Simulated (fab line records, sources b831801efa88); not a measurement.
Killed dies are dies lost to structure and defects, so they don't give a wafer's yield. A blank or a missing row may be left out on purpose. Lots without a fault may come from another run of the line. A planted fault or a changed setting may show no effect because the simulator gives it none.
A struck lot beside a sound one | flow gf180mcu | 19 steps out of a route of 602
Sound: wafers L167.2, L167.4, L167.5. Struck: wafers L174.2, L174.5, L174.6. The cause comes at the end.
At each step with rows: each side's tool, then ch and its chambers, then its first start. Under that, the readings that differ: sound wafers | struck wafers | difference of the means | sigmas: that difference in standard deviations of wafers without a fault.
alike: readings whose means differ by less than 2 such deviations, and words and numbers that are the same on both sides. not compared: withheld readings, readings that some wafer has no value for, bounds like >300 that may hide the same value, and numbers for which the record gives no deviation and whose values overlap.
The two part at a step that has a row with sigmas, a row that says differs or no value, or rows on one side only. Numbers that don't overlap but have no deviation are shown without sigmas and don't part them. A reading that every wafer of one side lacks parts them only if that side has two wafers or more.

GF_M4_SPUTTER_00: material Ti, target thk 37.5 nm, time 150 s.
  sound on pvd_sputter-01, day 23 01:00; struck on pvd_sputter-01, day 26 01:46
  alike: throttle_valve_pct
GF_M4_SPUTTER_01: material TiN, target thk 30 nm, time 25 s.
  sound on pvd_sputter-01, day 23 01:06; struck on pvd_sputter-01, day 26 01:52
  alike: throttle_valve_pct
then, 1 step without rows for these wafers: GF_M4_SPUTTER_02 (material AlCu, target thk 450 nm, time 23.9 s).
GF_M4_SPUTTER_03: material Ti, target thk 10 nm, time 6.7 s.
  sound on pvd_sputter-01, day 23 01:10; struck on pvd_sputter-01, day 26 01:56
  alike: throttle_valve_pct
GF_M4_SPUTTER_04: material TiN, target thk 50 nm, time 41.7 s.
  sound on pvd_sputter-01, day 23 01:11; struck on pvd_sputter-01, day 26 01:57
  alike: throttle_valve_pct
GF_M4_RS_MEAS_05: measures by four-point-probe.
  sound on film_metro-01, day 23 01:14; struck on film_metro-01, day 26 02:01
  alike: M4_ALCU_RS
GF_M4_THK_MEAS_06: measures by xrf.
  sound on film_metro-01, day 23 01:21; struck on film_metro-01, day 26 02:07
  alike: M4_ALCU_THK
then, 5 steps without rows for these wafers: GF_M4_DEHYDRATE_07 (time 60 s); GF_M4_HMDS_08 (prime time 60 s); GF_M4_COAT_09 (resist thk 1000 nm); GF_M4_SOFTBAKE_10 (time 60 s); GF_M4_EXPOSE_11 (exposes mask Metal4, target cd 280 nm).
GF_M4_PEB_12: peb time 90 s.
  sound on litho_track-03 ch 0, day 23 23:10; struck on litho_track-03 ch 0, day 26 21:10
  reading                  | sound                | struck               | difference | sigmas
  heater_power_total_W (W) | 85.60 85.59 85.70    | 82.61 82.52 82.52    | -3.08      | -36
  plate_temp_C (C)         | 134.99 134.94 135.11 | 130.90 131.33 131.17 | -3.88      | -28
  alike: exhaust_pa
then, 1 step without rows for these wafers: GF_M4_DEVELOP_13 (develop time 60 s).
GF_M4_CD_MEAS_14: target cd 280 nm.
  sound on cd_sem-01, day 23 23:31; struck on cd_sem-02, day 26 21:47
  reading    | sound             | struck            | difference | sigmas
  cd_nm (nm) | 278.6 278.2 279.6 | 293.3 294.1 293.6 | +14.9      | +11
  not compared: hold
GF_M4_OVL_MEAS_15:
  sound on overlay-01, day 23 23:37; struck on overlay-02, day 27 01:34
  reading | sound | struck                                                                     | difference                   | sigmas
  hold    | - - - | await_dispo/3.7h/release await_dispo/3.7h/release await_dispo/3.7h/release | no value on the sound wafers |
  alike: M4_OVL
GF_M4_METAL_ETCH_16: etches the open film in Cl2/BCl3, stops on SiO2, target depth 627.5 nm, time 104.6 s.
  sound on rie_metal-03 ch 0,1, day 23 23:38; struck on rie_metal-03 ch 0,1, day 27 01:35
  reading             | sound             | struck          | difference | sigmas
  model.M4.cd_nm (nm) | 279.8 277.3 266.1 | 293.3 296 285.4 | +17.2      |
  alike: drypump_motor_current_A, oes_product_au, throttle_valve_pct
  not compared: rf_hours_counter_h
GF_M4_STRIP_17: strips in O2/N2.
  sound on plasma_asher-01 ch 0, day 23 23:46; struck on plasma_asher-03 ch 0,1, day 27 01:43
  reading             | sound          | struck         | difference | sigmas
  o2_flow_sccm (sccm) | 2995 2991 2984 | 3005 3007 3016 | +19        | +2
  alike: drypump_motor_current_A, heater_power_w, oes_product_au, strip_time_to_endpoint_s
  not compared: rf_hours_counter_h
GF_PASSIVATION_PROBE_99:
  the record has rows for the sound wafers here (prober-01, day 29 13:00) and none for the struck ones

WHERE THEY PART
First at GF_M4_PEB_12; last, within this record, at GF_PASSIVATION_PROBE_99.

WHY: what the simulator had put in
Process parameter drift: litho_track-03, from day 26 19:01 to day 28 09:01, at GF_M4_PEB_12. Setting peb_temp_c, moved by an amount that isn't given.
